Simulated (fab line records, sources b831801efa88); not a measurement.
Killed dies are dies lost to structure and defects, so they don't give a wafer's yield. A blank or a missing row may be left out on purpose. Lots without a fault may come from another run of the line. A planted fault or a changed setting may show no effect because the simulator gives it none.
Problem report in the 8D (eight disciplines) form, filled by code | flow gf180mcu | the parts of the form that need people (team, actions taken, sign-off) are left out

1. THE PROBLEM
LVPWELL_RS at GF_VT_IMPLANT_RS_MEAS_48 reads a mean of 1240 ohm/sq on 6 wafers of 2 lots; wafers without a fault read 1198 ohm/sq with a standard deviation of 3.6. That is +12 standard deviations from the usual mean.
The step: measures by four-point-probe.
First seen on wafer L647.2, day 9 16:47, on film_metro-04. The record holds 39 wafers of 13 lots with a number at this step. Rule for "out", or "out of limits": more than 4 standard deviations from the usual mean. The other wafers with a number count as sound.

2. WHAT IT IS AND WHAT IT IS NOT
question                    | is                           | is not
which readings at this step | LVPWELL_RS                   | -
which lots                  | L647, L648                   | L639, L640, L643, L652, L655, L657, L658, L659, L660, L661, L662
which wafers of those lots  | all that have a number       | -
read on which gauges        | film_metro-01, film_metro-04 | film_metro-02
when                        | from day 9 16:47             | up to then (9 sound wafers); but 24 sound wafers of L652, L655, L657, L658, L659, L660, L661, L662 came after

3. SUSPECTS, AND WHAT RULES EACH OUT
Counting: a tool at a process step up to the reading stays a suspect if it ran every lot that is out and no sound lot after the first of them.
- the gauge at GF_VT_IMPLANT_RS_MEAS_48: ruled out. The wafers that are out were read on 2 gauges (film_metro-01, film_metro-04).
- implanter-04 at GF_LVPWELL_IMPLANT_09: ruled out as a lasting fault. Sound lots L658 ran on it after its first lot that is out, L647 (day 5 16:38).
Left after counting: nothing in the record.

4. THE CAUSE (what the simulator had put in)
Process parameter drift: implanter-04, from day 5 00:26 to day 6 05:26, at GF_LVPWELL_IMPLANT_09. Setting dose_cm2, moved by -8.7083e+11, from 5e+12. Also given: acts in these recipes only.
Counting ruled it out, wrongly: the rule takes a fault to strike every lot that its tool runs from its start on, and this one did not.

5. THE CHAIN OF EFFECTS, in route order
Each row: a reading whose mean over the struck wafers that have a number lies more than 3 standard deviations from the usual. Only readings for which the record gives a usual standard deviation are gone through. hours: the time from each lot's start at the first step in this table that gives one to its start at this step, as a median over the lots. sigmas: the change in usual standard deviations.
hours | step                     | reading            | usual       | on struck wafers | change     | sigmas
0     | GF_LVPWELL_IMPLANT_09    | dose_ions_cm2      | 5.001e+12   | 4.128e+12        | -8.733e+11 | -99 or more
0     | GF_LVPWELL_IMPLANT_09    | faraday_current_uA | 28.2        | 23.0             | -5.2       | -9.0
97    | GF_VT_IMPLANT_RS_MEAS_48 | LVPWELL_RS         | 1198 ohm/sq | 1240             | +42        | +12
The process steps in it:
- GF_LVPWELL_IMPLANT_09
Later measuring or inspecting steps at which every struck wafer that the step has a row for has a number for every such reading, and none has moved that far: GF_VT_IMPLANT_RS_MEAS_49.

6. WHAT WOULD HAVE CAUGHT IT SOONER
In this record the first reading out of limits at a measuring or inspecting step was taken at day 9 16:47, 112 hours after the fault began at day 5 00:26.
The tool's own readings at GF_LVPWELL_IMPLANT_09 were out on every struck wafer that the step has a row for (dose_ions_cm2, faraday_current_uA): an alarm limit on them would have fired on the first of those.
